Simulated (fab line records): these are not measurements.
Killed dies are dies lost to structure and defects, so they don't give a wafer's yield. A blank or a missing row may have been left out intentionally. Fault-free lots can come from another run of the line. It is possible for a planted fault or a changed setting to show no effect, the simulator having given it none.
A lot that was struck, set against a sound lot + flow sky130 + 17 out of 708 route steps
Sound: the wafers L716.3, L716.5, L716.6. Struck: wafers L712.1, L712.2, L712.5. At the end, the cause is stated.
Order at every step that has rows: each side's tool, ch and its chambers, its first start. Under that, the readings that differ: sound wafers + struck wafers + difference of the means + sigmas: that difference in standard deviations of wafers without a fault.
alike: same words and numbers on both sides, and readings whose means sit less than 2 such deviations apart. not compared: any withheld reading, any reading some wafer has no value for, any bound like >300 that may hide the same value, and any number with overlapping values for which the record gives no deviation.
A row with sigmas, a row that says differs or no value, or rows on one side alone: a step with any of these is where the two part. When numbers do not overlap yet have no deviation, they are printed without sigmas and do not part them. A reading missing from all wafers of one side parts the sides only when that side holds two or more wafers.

SKY_CONTACT_BOW_MEAS_05:
  sound on film metro-03, day 35 14:47; struck on film metro-01, day 34 03:14
  alike: CONTACT_BOW
then, 8 steps without rows for these wafers: SKY_CONTACT_DEHYDRATE_06 (time 60 s); SKY_CONTACT_HMDS_07 (prime time 60 s); SKY_CONTACT_COAT_08 (resist thk 60 nm); SKY_CONTACT_COAT_09 (resist thk 450 nm); SKY_CONTACT_SOFTBAKE_10 (time 90 s); SKY_CONTACT_EXPOSE_11 (exposes mask CTM1, target cd 170 nm); SKY_CONTACT_PEB_12; SKY_CONTACT_DEVELOP_13 (develop time 60 s).
SKY_CONTACT_CD_MEAS_14: the cd target is 170 nm.
  sound on cd sem-01, day 36 17:18; struck on cd sem-01, day 35 06:55
  alike: cd nm
SKY_CONTACT_OVL_MEAS_15:
  sound on overlay-02, day 36 17:23; struck on overlay-01, day 35 07:02
  alike: CONTACT_OVL
SKY_CONTACT_ETCH_16: etches BARC in N2/H2, stops on SiO2, time 45.9 s, target depth 60 nm.
  sound on rie diel-03 ch 0,1,3, day 36 17:25; struck on rie diel-02 ch 0,2, day 35 07:04
  alike: bias w, chamber pressure mTorr, drypump motor current A, oes product au, throttle valve pct
  not compared: rf hours counter h
SKY_CONTACT_ETCH_17: etches SiO2 in C4F8/O2/Ar, stops on Si3N4, target depth 340 nm.
  sound on rie diel-03 ch 0,1,3, day 36 17:28; struck on rie diel-02 ch 0,2, day 35 07:06
  no value came back on the struck wafers for bias w (W), chamber pressure mTorr (mTorr), oes product au (a.u.); on the sound wafers bias w (W) reads 1201 1202 1196
| reading                                        | sound             | struck            | difference | sigmas |
|------------------------------------------------|-------------------|-------------------|------------|--------|
| model.KrF-thick_of_CONTACT_COAT_09.thk nm (nm) | 328.8 328.9 330.5 | 392.1 393.1 393.4 | +63.5      |        |
SKY_CONTACT_ETCH_18: etches Si3N4 in CHF3/O2, stops on TiN, time 39 s, target depth 75 nm.
  sound on rie diel-03 ch 0,1,3; struck on rie diel-02 ch 0,2
| reading                                        | sound             | struck            | difference | sigmas |
|------------------------------------------------|-------------------|-------------------|------------|--------|
| oes product au (a.u.)                          | 0.847 0.844 0.854 | 0.381 0.372 0.374 | -0.473     | -63    |
| throttle valve pct (%)                         | 8.794 8.782 8.797 | 8.671 8.664 8.655 | -0.128     | -14    |
| model.KrF-thick_of_CONTACT_COAT_09.thk nm (nm) | 245.5 245.9 246.5 | 307.8 310 309.9   | +63.3      |        |
  alike: O2_flow_sccm, bias w, drypump motor current A
  not compared: rf hours counter h
SKY_CONTACT_STRIP_19: strips in O2/N2.
  sound on plasma asher-02 ch 0,1, day 36 17:35; struck on plasma asher-03 ch 0,1, day 35 07:11
| reading                      | sound             | struck            | difference | sigmas |
|------------------------------|-------------------|-------------------|------------|--------|
| oes product au (a.u.)        | 0.384 0.381 0.379 | 0.415 0.420 0.410 | +0.034     | +7     |
| strip time to endpoint s (s) | 3.637 3.630 3.662 | 4.290 4.324 4.332 | +0.672     | +29    |
  alike: drypump motor current A
  not compared: rf hours counter h
then, 1 step without rows for these wafers: SKY_CONTACT_STRIP_20 (strips in post etch residue remover, time 1200 s).
-- the record jumps here: 13 days lie between the struck wafers' starts before and after (it left off in module CONTACT and takes up again in module PAD_OPEN, whose first step shown is number 708 of the route) --
SKY_PAD_OPEN_PROBE_99:
  sound on prober-01, day 49 14:58; struck on prober-02, day 48 15:04
| reading            | sound    | struck      | difference | sigmas |
|--------------------|----------|-------------|------------|--------|
| killed_at_M0_to_M3 | 41 54 46 | 224 249 228 | +187       | +26    |
| killed_at_M4_up    | 4 3 2    | 69 61 64    | +62        | +34    |
| killed at contacts | 19 20 16 | 113 109 121 | +96        | +17    |
| killed at other    | 0 0 0    | 62 59 65    | +62        | +87    |
| killed dies        | 79 89 81 | 492 492 492 | +409       | +44    |
| killed on rim      | 12 14 13 | 96 96 96    | +83        | +23    |
  alike: killed at front end, killed open, killed short

== WHERE THEY PART ==
First at SKY_CONTACT_ETCH_17; last, within this record, at SKY_PAD_OPEN_PROBE_99.

WHY: whatever the simulator had introduced
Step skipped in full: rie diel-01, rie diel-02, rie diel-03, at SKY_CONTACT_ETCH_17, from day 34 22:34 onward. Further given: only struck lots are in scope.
